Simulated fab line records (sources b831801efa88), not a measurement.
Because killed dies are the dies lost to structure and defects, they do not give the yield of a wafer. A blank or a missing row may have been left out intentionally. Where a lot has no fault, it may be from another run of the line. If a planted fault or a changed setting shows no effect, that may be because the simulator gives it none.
Matching of chambers ; flow gf180mcu ; GF_V5_CMP_26 on cmp-01: 4 sister chambers
The step polishes, stops on SiO2, t overpolish 15 s, target thk 0 nm. 14 wafers are shown with their chamber, then 7 later ones without.

## EACH WAFER AND ITS CHAMBER
wafer;chamber;motor_current_A (A);time_to_endpoint_s (s);edge_zone_pressure_frac
L956.1;0;10.4;77;0.999
L956.5;0;10.4;75;0.998
L956.6;1;10.4;78;0.996
L957.4;1;10.7;85;1.010
L957.5;3;10.5;85;0.994
L957.6;2;12.8;91;1.000
L958.2;1;10.1;81;0.998
L958.3;3;10.1;82;0.995
L958.6;2;11.7;91;0.996
L963.2;0;10.3;83;0.997
L963.4;1;10.2;79;0.996
L963.6;2;12.6;89;1.004
L964.2;0;10.9;81;1.006
L964.3;2;11.5;93;0.998

SIGNATURES (means of the wafers above)
reading;chamber 0;chamber 1;chamber 2;chamber 3;scatter within a chamber
motor_current_A;10.500;10.350;12.150;10.300;0.42
time_to_endpoint_s;79.00;80.75;91.00;83.50;2.85
edge_zone_pressure_frac;1.00000;1.00000;0.99950;0.99450;0.00471
Rule: for a wafer and a chamber, the distance is found by dividing, reading by reading, the gap between the wafer's reading and the chamber's mean by the reading's scatter, squaring, summing and taking the root. The wafer belongs to the nearest chamber; if the next one is less than 2 further off, it can't be placed. The scatter: the root of (the sum of the squares of (reading less its chamber's mean) over the shown wafers, divided by (wafers less chambers)).

## WAFERS MISSING THEIR CHAMBER
wafer;motor_current_A (A);time_to_endpoint_s (s);edge_zone_pressure_frac
L964.4;10.8;86;1.001
L965.1;11.8;93;1.001
L965.3;10.4;84;0.999
L965.4;10.4;88;1.009
L977.1;9.9;82;1.000
L977.2;10.2;82;1.002
L977.3;12.1;92;1.001

## THE CHAMBER EACH PASSED THROUGH
wafer;from the rows above;in truth
L964.4;can't be placed: 3 or 1 or 0 or 2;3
L965.1;2;2
L965.3;can't be placed: 3 or 1 or 0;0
L965.4;can't be placed: 1 or 3 or 0 or 2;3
L977.1;can't be placed: 1 or 3 or 0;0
L977.2;can't be placed: 1 or 0 or 3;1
L977.3;2;2
Correctly placed: 2 of 7. Can't be placed from these rows: 5 (the true chamber is among the candidates in 5). Placed wrongly: 0.
